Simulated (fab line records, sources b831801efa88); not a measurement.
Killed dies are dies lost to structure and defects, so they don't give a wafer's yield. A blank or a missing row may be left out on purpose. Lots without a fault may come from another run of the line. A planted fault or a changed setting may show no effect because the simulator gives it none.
Which tool did it? | flow sky130 | 12 lots, 33 wafers sampled, at 3 steps of a route of 708

WHAT THE GAUGES READ, wafer by wafer
SKY_GATE_OXIDE_THK_MEAS_02.
lot  | measured     | on            | GATE_OXIDE_OXIDATION_00_THK (nm)
L299 | day 13 02:01 | film_metro-01 | 10.24 10.24 10.21
L301 | day 14 01:19 | film_metro-01 | 10.11 9.98 9.95
L302 | day 14 02:35 | film_metro-02 | 9.99 10.12 10.00
L303 | day 14 12:23 | film_metro-02 | 10.01 9.79 9.95
L304 | day 14 18:47 | film_metro-03 | 9.86 9.95 9.84
L311 | day 17 00:24 | film_metro-03 | 10.48 10.46
L312 | day 17 14:13 | film_metro-02 | 9.98 10.03
L313 | day 18 03:52 | film_metro-01 | 9.96 9.94
L316 | day 19 10:58 | film_metro-01 | 10.69 10.67 10.59
L317 | day 19 11:16 | film_metro-02 | 10.34 10.50 10.47
L319 | day 20 05:19 | film_metro-03 | 10.31 10.37 10.40
L321 | day 20 18:18 | film_metro-01 | 10.47 10.55 10.51

SKY_GATE_OXIDE_OVL_MEAS_10.
lot  | measured     | on         | GATE_OXIDE_OVL (nm)
L299 | day 14 03:53 | overlay-01 | 1.7 2.3 0.9
L301 | day 15 04:17 | overlay-02 | -0.4 0.6 -0.7
L302 | day 15 05:31 | overlay-02 | 0.0 1.1 1.6
L303 | day 15 15:34 | overlay-02 | 0.9 0.5 -1.7
L304 | day 15 22:17 | overlay-02 | 0.3 1.9 1.5
L311 | day 18 05:46 | overlay-02 | -0.7 0.3
L312 | day 18 20:10 | overlay-01 | 0.3 -1.5
L313 | day 19 10:28 | overlay-01 | 2.1 -0.1
L316 | day 20 17:43 | overlay-01 | 0.6 -0.3 -0.6
L317 | day 20 18:07 | overlay-01 | 0.6 0.2 -1.3
L319 | day 21 11:26 | overlay-02 | 1.1 1.6 0.9
L321 | day 22 00:53 | overlay-02 | 0.2 0.9 1.1

WHICH TOOL RAN EACH LOT (tool, then ch and the chambers of the sampled wafers, then the start)
lot  | SKY_SONOS_ONO_STRIP_17
L299 | plasma_asher-02 ch 1, day 12 22:32
L301 | plasma_asher-04 ch 0,1, day 13 23:34
L302 | plasma_asher-01 ch 0, day 14 00:08
L303 | plasma_asher-04 ch 0,1, day 14 09:29
L304 | plasma_asher-04 ch 0,1, day 14 17:10
L311 | plasma_asher-04 ch 0,1, day 16 22:47
L312 | plasma_asher-02 ch 0,1, day 17 11:08
L313 | plasma_asher-04 ch 1, day 17 22:45
L316 | plasma_asher-04 ch 0,1, day 19 09:20
L317 | plasma_asher-01 ch 0,1, day 19 09:38
L319 | plasma_asher-01 ch 0,1, day 20 03:43
L321 | plasma_asher-01 ch 0,1, day 20 16:41
- SKY_SONOS_ONO_STRIP_17: strips in O2/N2.

WHAT THE TOOLS THEMSELVES READ (means of the sampled wafers that have a number; where no wafer has one, the mark that the record gives instead)
SKY_SONOS_ONO_STRIP_17.
lot  | tool            | drypump_motor_current_A (A) | oes_product_au (a.u.) | strip_time_to_endpoint_s (s)
L299 | plasma_asher-02 | 5.2                         | 0.707                 | 14.08
L301 | plasma_asher-04 | 5.8                         | 0.706                 | 14.12
L302 | plasma_asher-01 | 5.4                         | 0.712                 | 14.03
L303 | plasma_asher-04 | 5.8                         | 0.707                 | 14.13
L304 | plasma_asher-04 | 5.7                         | 0.712                 | 14.11
L311 | plasma_asher-04 | 5.8                         | 0.710                 | 14.13
L312 | plasma_asher-02 | 5.7                         | 0.710                 | 14.14
L313 | plasma_asher-04 | 5.5                         | 0.710                 | 14.12
L316 | plasma_asher-04 | 5.8                         | 0.708                 | 14.15
L317 | plasma_asher-01 | 5.6                         | 0.705                 | 14.18
L319 | plasma_asher-01 | 5.7                         | 0.709                 | 14.12
L321 | plasma_asher-01 | 5.7                         | 0.714                 | 14.10

THE ANSWER, worked out from the rows above alone
Rule: what is usual is taken from the lots themselves. Put in order of their means at a reading, lots are off if they are a third of the lots or fewer, leave a main group of 4 or more, and stand apart from it by a gap of 3 or more times the standard deviation of the main group's means; of several such gaps the widest counts. A main group whose means are all the same, to the digits that the tables above print for the reading, isn't used. A lot without any number at a reading at which 4 lots or more have one is off too. The other lots that the step has rows for count as sound. The gauges are gone through in route order, then the tools' own readings, and for those a lot's mean is taken as printed above. The first step at which some lot is off is used, and at that step the reading that is off furthest; a lot without a number counts as furthest.
No lot is off at any reading shown: from this, nothing can be told.

WHAT THE SIMULATOR HAD PUT IN
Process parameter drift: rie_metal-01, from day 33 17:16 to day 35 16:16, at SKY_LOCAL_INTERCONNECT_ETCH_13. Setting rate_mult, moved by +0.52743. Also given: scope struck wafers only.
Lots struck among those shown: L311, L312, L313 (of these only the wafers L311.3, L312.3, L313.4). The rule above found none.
